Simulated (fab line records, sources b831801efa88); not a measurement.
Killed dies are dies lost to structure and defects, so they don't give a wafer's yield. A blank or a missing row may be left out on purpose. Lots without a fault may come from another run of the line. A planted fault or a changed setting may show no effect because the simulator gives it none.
Which tool did it? | flow sky130 | 12 lots, 36 wafers sampled, at 1 step of a route of 708

WHAT THE GAUGES READ, wafer by wafer
SKY_SONOS_TUNNEL_TW_MEAS_12.
lot  | measured     | on            | SONOS_TUNNEL_TW
L075 | day 11 19:26 | film_metro-02 | 196.7 196.9 198.0
L077 | day 12 03:37 | film_metro-01 | 195.9 195.5 195.9
L079 | day 13 00:20 | film_metro-03 | 198.7 199.1 199.6
L081 | day 13 12:25 | film_metro-01 | 196.8 196.9 196.9
L083 | day 14 08:38 | film_metro-02 | 196.4 197.7 197.5
L085 | day 15 02:14 | film_metro-02 | 197.2 197.1 197.0
L087 | day 15 20:53 | film_metro-01 | 198.5 198.4 198.7
L089 | day 16 10:26 | film_metro-03 | 200.0 200.8 200.2
L091 | day 16 21:50 | film_metro-02 | 197.3 197.4 196.2
L093 | day 17 09:28 | film_metro-03 | 199.2 198.8 199.8
L095 | day 18 06:04 | film_metro-02 | 197.3 197.7 196.0
L097 | day 18 22:10 | film_metro-03 | 198.7 199.0 199.0

WHICH TOOL RAN EACH LOT (tool, then ch and the chambers of the sampled wafers, then the start)
The record holds no process step before these readings.

THE ANSWER, worked out from the rows above alone
Rule: what is usual is taken from the lots themselves. Put in order of their means at a reading, lots are off if they are a third of the lots or fewer, leave a main group of 4 or more, and stand apart from it by a gap of 3 or more times the standard deviation of the main group's means; of several such gaps the widest counts. A main group whose means are all the same, to the digits that the tables above print for the reading, isn't used. A lot without any number at a reading at which 4 lots or more have one is off too. The other lots that the step has rows for count as sound.
No lot is off at any reading shown: from this, nothing can be told.

WHAT THE SIMULATOR HAD PUT IN
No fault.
